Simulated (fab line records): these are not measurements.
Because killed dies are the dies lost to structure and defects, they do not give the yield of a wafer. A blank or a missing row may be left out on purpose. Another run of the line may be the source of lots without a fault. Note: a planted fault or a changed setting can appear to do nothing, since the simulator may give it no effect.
fab line records	flow sky130
record: lots: 6	wafers: 18	last-day: 50
route steps=708 shown POLY_GATE@219 PAD_OPEN@708
lots with no fault: from the same line, run without faults
start-h: the number of hours between the record's first day and the start of the first shown wafer of the lot	wait-h: hours from the lot's prior step to this one	" as in the row above	L1.1+2: several wafers, shown together as one row	- no value, or no start was given	* or withheld: withheld	< > ~ a bound
route shown NAME@n: names a module that has steps shown in the file, with the first one's number in the route	usual: the fault-free wafers' mean and standard deviation	same: alike in all rows	chamber/n: place in a boat	sites: readings site by site	_std_site: how widely they spread, as a standard deviation	_edge_site: inner sites' mean taken away from outer sites' mean	radius-mm: for every site, how far away it sits from the centre of the wafer	mask NAME#n: copy n	behind: the tool/chamber that last shaped the wafer	hold: cause of the lot's hold/its duration in hours/its outcome	device: whichever transistor did not switch (one of n, p or np)	end of line: tests run on the same wafers once the route is complete	a step without rows: its recipe alone	killed: dies lost to structure and defects at the first sort, not the wafer's yield	map: a wafer's dies, marking killed ones x, the rest . and places with no die _
set.NAME: the setting the step ran with; set.NAME@STEP: the setting that earlier step ran with	model.NAME: the simulator's own value behind a step, which no gauge read
lots seen at some steps along the route; tables by step, rows by wafer
services: when a tool's chamber went out of use (start-h, in hours from the record's first day, below 0 if earlier), for how many hours, and the reason
== steps ==
step: SKY_POLY_GATE_DEHYDRATE_05
recipe: temp-c: 200	time-s: 60
step: SKY_POLY_GATE_HMDS_06
recipe: prime-time-s: 60	prime-temp-c: 120
step: SKY_POLY_GATE_COAT_07
recipe: resist: BARC	temp-c: withheld	time-s: withheld	spin-rpm: 3000	resist-thk-nm: 110
step: SKY_POLY_GATE_COAT_08
recipe: resist: KrF-thick	spin-rpm: 3000	resist-thk-nm: 450
step: SKY_POLY_GATE_SOFTBAKE_09
recipe: temp-c: 100	time-s: 90	resist: KrF-thick
step: SKY_POLY_GATE_EXPOSE_10
recipe: mask-id: P1M	na: 0.68	source-shape: conventional	sigma-outer: 0.6	target-cd-nm: 150	dose-mj: 28
step: SKY_POLY_GATE_PEB_11
recipe: peb-temp-c: withheld	peb-time-s: withheld	resist: KrF-thick
step: SKY_POLY_GATE_DEVELOP_12
recipe: develop-time-s: 60	resist: KrF-thick	dev-temp-c: 21
step: SKY_POLY_GATE_CD_MEAS_13
recipe: target-cd-nm: 150
usual: cd-nm: 149.6/1.6
lot.wafer	tool	chamber	start-h	wait-h	cd-nm
L260.1	cd-sem-02	-	372.01	-	147.8
L260.4	"	-	"	"	149.2
L260.5	"	-	"	"	149.2
L268.1	cd-sem-01	-	448.00	-	149.3
L268.4	"	-	"	"	148.6
L268.6	"	-	"	"	149.0
L270.2	cd-sem-02	-	464.15	-	151.0
L270.4	"	-	"	"	150.1
L270.5	"	-	"	"	149.4
L272.2	cd-sem-01	-	484.73	-	151.7
L272.3	"	-	"	"	151.4
L272.5	"	-	"	"	150.9
L278.1	cd-sem-01	-	530.70	-	149.3
L278.2	"	-	"	"	149.5
L278.3	"	-	"	"	149.6
L280.1	cd-sem-02	-	556.65	-	150.8
L280.2	"	-	"	"	152.6
L280.6	"	-	"	"	152.1
step: SKY_POLY_GATE_OVL_MEAS_14
usual: POLY_GATE_OVL: -4/5.3
lot.wafer	tool	chamber	start-h	wait-h	POLY_GATE_OVL[nm]
L260.1	overlay-02	-	372.13	0.1	-18
L260.4	"	-	"	"	-5
L260.5	"	-	"	"	-7
L268.1	overlay-01	-	448.12	0.1	-4
L268.4	"	-	"	"	-1
L268.6	"	-	"	"	3
L270.2	overlay-02	-	464.26	0.1	-9
L270.4	"	-	"	"	-7
L270.5	"	-	"	"	-4
L272.2	overlay-02	-	484.83	0.1	-5
L272.3	"	-	"	"	-2
L272.5	"	-	"	"	-2
L278.1	overlay-02	-	530.82	0.1	-5
L278.2	"	-	"	"	-3
L278.3	"	-	"	"	-3
L280.1	overlay-01	-	556.77	0.1	-2
L280.2	"	-	"	"	-9
L280.6	"	-	"	"	-15
step: SKY_POLY_GATE_ETCH_15
recipe: chemistry: N2/H2	target: BARC	ion-energy-ev: 200	source-w: 500	bias-w: 100	pressure-mtorr: 30	n2-flow-sccm: 100	h2-flow-sccm: 200	stop-on: SiO2	time-s: 118.5	target-depth-a: 1100
usual: drypump-motor-current-A: 5.7/0.31	oes-product-au: 0.716/0.0047	rf-fwd-power-W: 497.6/1.6	throttle-valve-pct: 13.213/0.009
lot.wafer	tool	chamber	start-h	wait-h	drypump-motor-current-A	oes-product-au	rf-fwd-power-W	rf-hours-counter-h	throttle-valve-pct
L260.1	rie-diel-03	3	372.16	0.0	5.7	0.710	498.9	0	13.218
L260.4	"	0	"	"	5.7	0.725	495.0	32	13.220
L260.5	"	0	"	"	5.7	0.716	497.0	-	13.213
L268.1	rie-diel-01	1	448.16	0.0	5.6	0.711	494.8	8	13.225
L268.4	"	3	"	"	5.8	0.711	499.6	53	13.222
L268.6	"	3	"	"	5.8	0.711	498.0	-	13.209
L270.2	rie-diel-02	0	464.29	0.0	5.7	0.715	496.8	13	13.210
L270.4	"	1	"	"	5.5	0.711	498.2	78	13.208
L270.5	"	0	"	"	5.7	0.723	497.9	-	13.213
L272.2	rie-diel-01	3	484.86	0.0	5.8	0.716	496.3	54	13.212
L272.3	"	1	"	"	5.6	0.716	497.7	8	13.217
L272.5	"	2	"	"	5.6	0.711	494.1	-	13.215
L278.1	rie-diel-01	3	530.86	0.0	5.8	0.720	495.5	55	13.211
L278.2	"	2	"	"	5.6	0.714	497.7	34	13.203
L278.3	"	1	"	"	5.6	0.716	499.6	9	13.213
L280.1	rie-diel-02	0	556.81	0.0	5.7	0.709	498.4	15	13.215
L280.2	"	1	"	"	5.5	0.720	498.9	80	13.222
L280.6	"	3	"	"	4.8	0.722	499.4	-	13.222
step: SKY_POLY_GATE_ETCH_16
recipe: stop-on: poly-Si	chemistry: CH3F/O2	target: Si3N4	source-w: 400	bias-w: 80	pressure-mtorr: 25	ch3f-flow-sccm: 40	O2_flow_sccm: 30	time-s: 147.5	target-depth-a: 750
usual: ch3f-flow-sccm: 40.00/0.12	drypump-motor-current-A: 5.7/0.31	oes-product-au: 0.639/0.0053	rf-fwd-power-W: 398.5/1.3	throttle-valve-pct: 10.535/0.009
lot.wafer	tool	chamber	start-h	wait-h	ch3f-flow-sccm	drypump-motor-current-A	oes-product-au	rf-fwd-power-W	rf-hours-counter-h	throttle-valve-pct
L260.1	rie-diel-03	3	372.24	0.0	39.90	5.6	0.644	397.7	0	10.537
L260.4	"	0	"	"	39.91	5.7	0.635	399.3	32	10.525
L260.5	"	0	"	"	39.93	5.7	0.651	401.2	-	10.543
L268.1	rie-diel-01	1	448.24	0.0	40.05	5.6	0.643	399.1	8	10.540
L268.4	"	3	"	"	39.76	5.8	0.637	398.3	53	10.531
L268.6	"	3	"	"	39.98	5.8	0.637	397.5	-	10.547
L270.2	rie-diel-02	0	464.37	0.0	40.07	5.7	0.636	397.5	13	10.551
L270.4	"	1	"	"	40.14	5.5	0.640	398.7	78	10.533
L270.5	"	0	"	"	39.98	5.7	0.644	399.8	-	10.526
L272.2	rie-diel-01	3	484.95	0.0	40.09	5.7	0.649	395.8	54	10.545
L272.3	"	1	"	"	40.11	5.6	0.636	397.5	8	10.531
L272.5	"	2	"	"	40.13	5.5	0.643	398.3	-	10.532
L278.1	rie-diel-01	3	530.94	0.0	39.76	5.8	0.632	400.6	55	10.537
L278.2	"	2	"	"	40.07	5.5	0.642	397.1	34	10.541
L278.3	"	1	"	"	39.91	5.6	0.636	398.5	9	10.528
L280.1	rie-diel-02	0	556.89	0.0	40.11	5.7	0.640	399.7	15	10.531
L280.2	"	1	"	"	39.94	5.5	0.633	398.5	80	10.533
L280.6	"	3	"	"	39.99	4.8	0.639	398.4	-	10.531
step: SKY_POLY_GATE_ETCH_17
recipe: target-depth-nm: 180	stop-on: SiO2	over-etch-frac: 0.56667	chemistry: HBr/Cl2	target: poly-Si	icp-w: 400	bias-w: 100	pressure-mtorr: 10	HBr_flow_sccm: 150	Cl2_flow_sccm: 50	time-s: 70.5
usual: drypump-motor-current-A: 5.9/0.55	oes-product-au: 0.987/0.0067	over-etch-frac: 0.56667/0	rf-fwd-power-W: 396.8/1.3	throttle-valve-pct: 33.685/0.0094
lot.wafer	tool	chamber	start-h	wait-h	drypump-motor-current-A	oes-product-au	over-etch-frac	rf-fwd-power-W	rf-hours-counter-h	throttle-valve-pct	model.POLY_GATE.feature-depth-nm	model.etch.depth-nm	model.KrF-thick_of_POLY_GATE_COAT_08.thk-nm
L260.1	rie-si-01	0	372.34	0.0	6.7	0.996	0.56667	395.5	46	33.679	180.8	180.8	139.3
L260.4	"	1	"	"	5.4	0.989	0.56667	399.9	7	33.672	179.4	179.4	139.5
L260.5	"	0	"	"	6.7	0.990	0.56667	394.7	-	33.677	179.2	179.2	141.2
L268.1	rie-si-02	2	448.34	0.0	5.1	0.994	0.56667	396.5	51	33.675	179.1	179.1	142.2
L268.4	"	0	"	"	6.5	0.982	0.56667	396.3	2	33.690	178.1	178.1	144.1
L268.6	"	3	"	"	6.3	0.977	0.56667	396.7	-	33.675	177.5	177.5	141.7
L270.2	rie-si-01	1	464.47	0.0	5.4	0.981	0.56667	397.6	8	33.688	178.9	178.9	142.1
L270.4	"	2	"	"	6.0	0.978	0.56667	398.5	7	33.695	177	177	144.3
L270.5	"	2	"	"	6.0	0.996	0.56667	400.4	-	33.697	177.9	177.9	141.6
L272.2	rie-si-02	0	485.04	0.0	6.5	0.991	0.56667	396.0	2	33.696	178.7	178.7	140.2
L272.3	"	2	"	"	5.1	0.978	0.56667	397.1	52	33.668	176.7	176.7	139.5
L272.5	"	1	"	"	5.8	0.985	0.56667	395.4	-	33.689	175.6	175.6	142
L278.1	rie-si-02	3	531.04	0.0	6.3	0.993	0.56667	395.8	2	33.681	178.8	178.8	142.8
L278.2	"	1	"	"	5.8	1.019	0.17014	395.5	4	33.684	137.7	137.7	161.8
L278.3	"	0	"	"	6.5	0.994	0.56667	396.8	2	33.703	181.4	181.4	139.2
L280.1	rie-si-02	1	556.99	0.0	5.8	0.998	0.17014	396.1	4	33.690	134.5	134.5	163
L280.2	"	2	"	"	5.1	0.983	0.56667	399.3	0	33.682	179.1	179.1	139.7
L280.6	"	1	"	"	5.8	1.004	0.17014	396.9	-	33.702	135.2	135.2	163.5
step: SKY_POLY_GATE_STRIP_18
recipe: chemistry: O2/N2	power-w: 1400	pressure-mtorr: 1500	platen-temp-c: withheld	o2-flow-sccm: 3000	n2-flow-sccm: 300	overash-fraction: 0.5
usual: drypump-motor-current-A: 5.33/0.25	oes-product-au: 0.361/0.0049	strip-time-to-endpoint-s: 3.172/0.025
lot.wafer	tool	chamber	start-h	wait-h	drypump-motor-current-A	oes-product-au	rf-hours-counter-h	strip-time-to-endpoint-s
L260.1	plasma-asher-02	1	372.40	0.0	5.07	0.361	55	3.148
L260.4	"	1	"	"	5.07	0.357	-	3.160
L260.5	"	1	"	"	5.05	0.367	-	3.186
L268.1	plasma-asher-02	0	448.40	0.0	5.27	0.363	63	3.185
L268.4	"	1	"	"	5.10	0.364	-	3.212
L268.6	"	0	"	"	5.26	0.360	-	3.191
L270.2	plasma-asher-04	0	464.53	0.0	5.71	0.369	72	3.193
L270.4	"	0	"	"	5.73	0.360	-	3.204
L270.5	"	0	"	"	5.71	0.359	-	3.192
L272.2	plasma-asher-02	1	485.10	0.0	5.10	0.354	67	3.167
L272.3	"	0	"	"	5.26	0.360	-	3.171
L272.5	"	1	"	"	5.11	0.363	-	3.199
L278.1	plasma-asher-02	0	531.10	0.0	5.26	0.366	72	3.206
L278.2	"	1	"	"	5.07	0.366	72	3.390
L278.3	"	0	"	"	5.29	0.356	-	3.151
L280.1	plasma-asher-03	1	557.05	0.0	5.33	0.381	14	3.409
L280.2	"	0	"	"	5.59	0.360	14	3.158
L280.6	"	1	"	"	5.28	0.363	-	3.422
step: SKY_POLY_GATE_CLEAN_19
recipe: chemistry: SC1/SC2	mix: 1:4:20	temp-c: 70	time-s: 150	dry: n2-spin
step: SKY_PAD_OPEN_PROBE_99
usual: killed_at_M0_to_M3: 44/7.2	killed_at_M4_up: 2.9/1.8	killed-at-contacts: 24/5.6	killed-at-front-end: 15/4.2	killed-at-other: 0.4/0.71	killed-dies: 86/9.2	killed-open: 47/7.2	killed-short: 39/5.7
same: gross-dies: 492	killed-at-back-side: 0
lot.wafer	tool	chamber	start-h	wait-h	killed_at_M0_to_M3	killed_at_M4_up	killed-at-contacts	killed-at-front-end	killed-at-other	killed-dies	killed-open	killed-short	model.etest.tip-sonos.rs-ohm-sq	model.etest.tip-n.rs-ohm-sq	model.etest.poly-comb.leak-log10-a-um
L260.1	prober-02	-	1079.86	0.1	57	1	22	24	0	104	55	49	2613	443.3	-12.49
L260.4	prober-02	-	1080.01	0.2	51	3	26	15	2	97	49	46	2642	447.6	-12.54
L260.5	prober-02	-	1080.06	0.2	43	3	20	10	3	79	40	37	2624	445.5	-12.39
L268.1	prober-02	-	1130.53	0.1	39	4	31	15	1	90	55	35	2643	438.6	-12.56
L268.4	prober-02	-	1130.68	0.2	44	2	21	15	0	82	43	39	2608	444.2	-12.49
L268.6	prober-02	-	1130.78	0.2	45	3	21	17	0	86	50	36	2634	441.1	-12.5
L270.2	prober-01	-	1144.62	0.1	46	5	22	14	0	87	51	35	2709	440	-12.49
L270.4	prober-01	-	1144.72	0.2	36	5	20	25	2	88	42	46	2747	438.7	-12.53
L270.5	prober-01	-	1144.77	0.2	46	4	28	17	1	96	56	40	2753	435.7	-12.46
L272.2	prober-02	-	1155.27	0.1	47	2	27	20	0	96	53	40	2625	436.2	-12.25
L272.3	prober-02	-	1155.32	0.2	46	4	21	17	0	88	51	37	2657	435.7	-12.54
L272.5	prober-02	-	1155.42	0.2	38	3	17	16	1	75	41	33	2676	438.8	-12.71
L278.1	prober-02	-	1179.48	0.1	51	2	31	12	0	96	56	39	2656	433.3	-12.47
L278.2	prober-02	-	1179.53	0.1	64	6	16	13	0	99	56	43	2838	449.9	-6.968
L278.3	prober-02	-	1179.58	0.2	52	0	35	11	0	98	51	47	2604	435.5	-12.54
L280.1	prober-02	-	1195.63	0.1	49	0	18	18	1	86	51	35	2966	452.8	-5.34
L280.2	prober-02	-	1195.68	0.1	43	0	15	17	1	76	41	34	2741	440.8	-12.44
L280.6	prober-02	-	1195.88	0.2	56	5	15	12	1	89	44	44	3003	450.3	-5.194
killed by level:class
L260.1 LI_CONTACT:geometric-particle:open=10 FIELD_ISO:geometric-particle:open=9 METAL2:geometric-particle:short=9 VIA1:geometric-particle:open=8 VIA2:geometric-particle:open=8 VIA1:geometric-particle:short=7 METAL1:geometric-particle:short=7 POLY_GATE:geometric-particle:short=6
L260.4 VIA1:geometric-particle:open=11 LI_CONTACT:geometric-particle:open=8 VIA2:geometric-particle:open=8 METAL1:geometric-particle:short=7 POLY_GATE:geometric-particle:short=6 VIA3:geometric-particle:open=6 CONTACT:geometric-particle:short=6 CONTACT:geometric-particle:open=5
L260.5 METAL2:geometric-particle:short=8 VIA3:geometric-particle:open=8 CONTACT:geometric-particle:open=7 VIA1:geometric-particle:open=7 VIA2:geometric-particle:open=5 LI_CONTACT:geometric-particle:open=4 VIA1:geometric-particle:short=4 VIA3:geometric-particle:short=4
L268.1 VIA1:geometric-particle:open=14 LI_CONTACT:geometric-particle:open=10 CONTACT:geometric-particle:open=10 CONTACT:geometric-particle:short=8 FIELD_ISO:geometric-particle:open=5 VIA2:geometric-particle:open=5 POLY_GATE:geometric-particle:short=3 VIA3:geometric-particle:open=3
L268.4 VIA1:geometric-particle:open=11 VIA2:geometric-particle:open=8 LI_CONTACT:geometric-particle:open=7 VIA1:geometric-particle:short=7 LOCAL_INTERCONNECT:geometric-particle:short=6 METAL1:geometric-particle:short=6 FIELD_ISO:geometric-particle:open=4 CONTACT:geometric-particle:short=4
L268.6 VIA1:geometric-particle:open=12 LI_CONTACT:geometric-particle:open=9 CONTACT:geometric-particle:open=8 VIA3:geometric-particle:open=7 METAL1:geometric-particle:short=6 METAL2:geometric-particle:short=6 FIELD_ISO:geometric-particle:short=5 METAL3:geometric-particle:short=5
L270.2 VIA1:geometric-particle:open=15 CONTACT:geometric-particle:open=13 VIA2:geometric-particle:open=7 FIELD_ISO:geometric-particle:short=5 VIA3:geometric-particle:open=5 METAL3:geometric-particle:short=5 LI_CONTACT:geometric-particle:open=4 METAL1:geometric-particle:short=4
L270.4 VIA1:geometric-particle:open=10 POLY_GATE:geometric-particle:open=7 POLY_GATE:geometric-particle:short=7 LOCAL_INTERCONNECT:geometric-particle:short=5 CONTACT:geometric-particle:short=5 CONTACT:geometric-particle:open=5 METAL1:geometric-particle:short=5 METAL2:geometric-particle:short=5
L270.5 CONTACT:geometric-particle:open=11 VIA1:geometric-particle:open=11 LI_CONTACT:geometric-particle:open=10 METAL1:geometric-particle:short=8 METAL2:geometric-particle:short=6 FIELD_ISO:geometric-particle:open=5 VIA2:geometric-particle:open=5 FIELD_ISO:geometric-particle:short=4
L272.2 VIA1:geometric-particle:open=13 LI_CONTACT:geometric-particle:open=8 VIA1:geometric-particle:short=8 METAL1:geometric-particle:short=7 CONTACT:geometric-particle:open=7 FIELD_ISO:geometric-particle:open=5 LOCAL_INTERCONNECT:geometric-particle:short=5 METAL2:geometric-particle:short=5
L272.3 CONTACT:geometric-particle:open=9 VIA3:geometric-particle:open=9 METAL1:geometric-particle:short=7 VIA1:geometric-particle:short=7 VIA1:geometric-particle:open=7 VIA3:geometric-particle:short=5 POLY_GATE:geometric-particle:open=5 CONTACT:geometric-particle:short=5
L272.5 VIA1:geometric-particle:open=9 VIA3:geometric-particle:open=9 LOCAL_INTERCONNECT:geometric-particle:short=6 METAL1:geometric-particle:short=5 VIA2:geometric-particle:open=5 FIELD_ISO:geometric-particle:open=4 LI_CONTACT:geometric-particle:open=4 FIELD_ISO:geometric-particle:short=3
L278.1 CONTACT:geometric-particle:open=16 VIA1:geometric-particle:open=11 VIA3:geometric-particle:open=8 VIA2:geometric-particle:open=8 METAL1:geometric-particle:short=7 CONTACT:geometric-particle:short=5 LI_CONTACT:geometric-particle:short=5 LI_CONTACT:geometric-particle:open=5
L278.2 VIA1:geometric-particle:open=16 VIA2:geometric-particle:open=10 METAL1:geometric-particle:short=8 VIA3:geometric-particle:open=8 CONTACT:geometric-particle:open=6 METAL2:geometric-particle:short=5 LI_CONTACT:geometric-particle:open=4 VIA1:geometric-particle:short=4
L278.3 CONTACT:geometric-particle:open=11 VIA3:geometric-particle:open=10 CONTACT:geometric-particle:short=9 VIA2:geometric-particle:open=9 LI_CONTACT:geometric-particle:open=7 METAL1:geometric-particle:short=7 VIA1:geometric-particle:open=7 POLY_GATE:geometric-particle:short=6
L280.1 VIA1:geometric-particle:open=11 VIA1:geometric-particle:short=10 VIA2:geometric-particle:open=9 FIELD_ISO:geometric-particle:open=7 CONTACT:geometric-particle:open=7 VIA3:geometric-particle:open=7 CONTACT:geometric-particle:short=5 METAL2:geometric-particle:short=5
L280.2 VIA1:geometric-particle:open=12 VIA1:geometric-particle:short=9 CONTACT:geometric-particle:open=7 VIA2:geometric-particle:open=6 POLY_CUT:geometric-particle:short=5 METAL2:geometric-particle:short=5 POLY_GATE:geometric-particle:open=3 LI_CONTACT:geometric-particle:open=3
L280.6 VIA1:geometric-particle:open=15 METAL3:geometric-particle:short=7 VIA2:geometric-particle:open=7 METAL1:geometric-particle:short=6 VIA1:geometric-particle:short=6 VIA3:geometric-particle:open=6 LI_CONTACT:geometric-particle:open=5 CONTACT:geometric-particle:open=5
== services ==
tool	chamber	start-h	hours	kind
rie-diel-03	-	354.77	1.1	repair
rie-diel-02	2	355.06	-	clean
rie-diel-02	2	355.06	18.4	scheduled-down
rie-diel-01	2	359.71	9.9	repair
plasma-asher-04	-	383.45	2.8	pm
rie-si-01	3	384.82	9.8	repair
rie-diel-02	-	390.89	1.2	repair
plasma-asher-03	-	396.44	2.1	repair
plasma-asher-03	-	421.25	9.0	pm
rie-diel-01	3	425.03	3.4	repair
rie-diel-02	0	445.81	2.6	repair
rie-diel-02	-	477.99	2.8	pm
rie-diel-03	2	479.15	3.3	repair
rie-si-01	2	501.32	3.5	repair
rie-diel-03	2	502.68	2.7	repair
rie-si-01	-	511.96	0.1	repair
rie-diel-03	3	523.81	1.2	repair
rie-diel-03	2	531.51	1.4	repair
rie-si-01	3	532.18	3.6	repair
plasma-asher-04	-	534.94	86.4	repair
plasma-asher-04	-	539.14	4.9	repair
rie-diel-02	0	542.87	12.0	repair
plasma-asher-02	-	546.82	2.8	pm
plasma-asher-04	-	546.89	0.4	repair
== key ==
first-sign: step: SKY_POLY_GATE_ETCH_17	reading: over-etch-frac	direction: down	sigmas: 99+	usual: 0.56667	struck: 0.17014
effect: step: SKY_POLY_GATE_ETCH_17	reading: oes-product-au	direction: up	sigmas: 3	usual: 0.987	struck: 1.007	wafers-moved: 2
effect: step: SKY_POLY_GATE_STRIP_18	reading: strip-time-to-endpoint-s	direction: up	sigmas: 9.2	usual: *	struck: *
model-effect: step: SKY_POLY_GATE_ETCH_17	value: POLY_GATE.feature-depth-nm	without: 180.8	struck: 135.8
model-effect: step: SKY_PAD_OPEN_PROBE_99	value: etest.tip-sonos.rs-ohm-sq	without: 2716	struck: 2936
met-at SKY_POLY_GATE_ETCH_17
struck-wafers L278.2,L280.1,L280.6
tester-left-out L278,L280
onset-between 485.04 531.04
fault: kind: process-parameter-drift	tool: rie-si-02	chamber: 1	onset-h: 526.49	steps: SKY_POLY_GATE_ETCH_17	channel: over-etch-frac	offset: -0.39652	shape: step	end-h: 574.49	stated: 0.56667
tester-left-out: of these lots the tester's yield and bins aren't shown, on N5 and GAA mostly nor the transistor test; their killed dies are dies lost to structure and defects alone, not to doping, threshold or leakage, so they don't give the yield
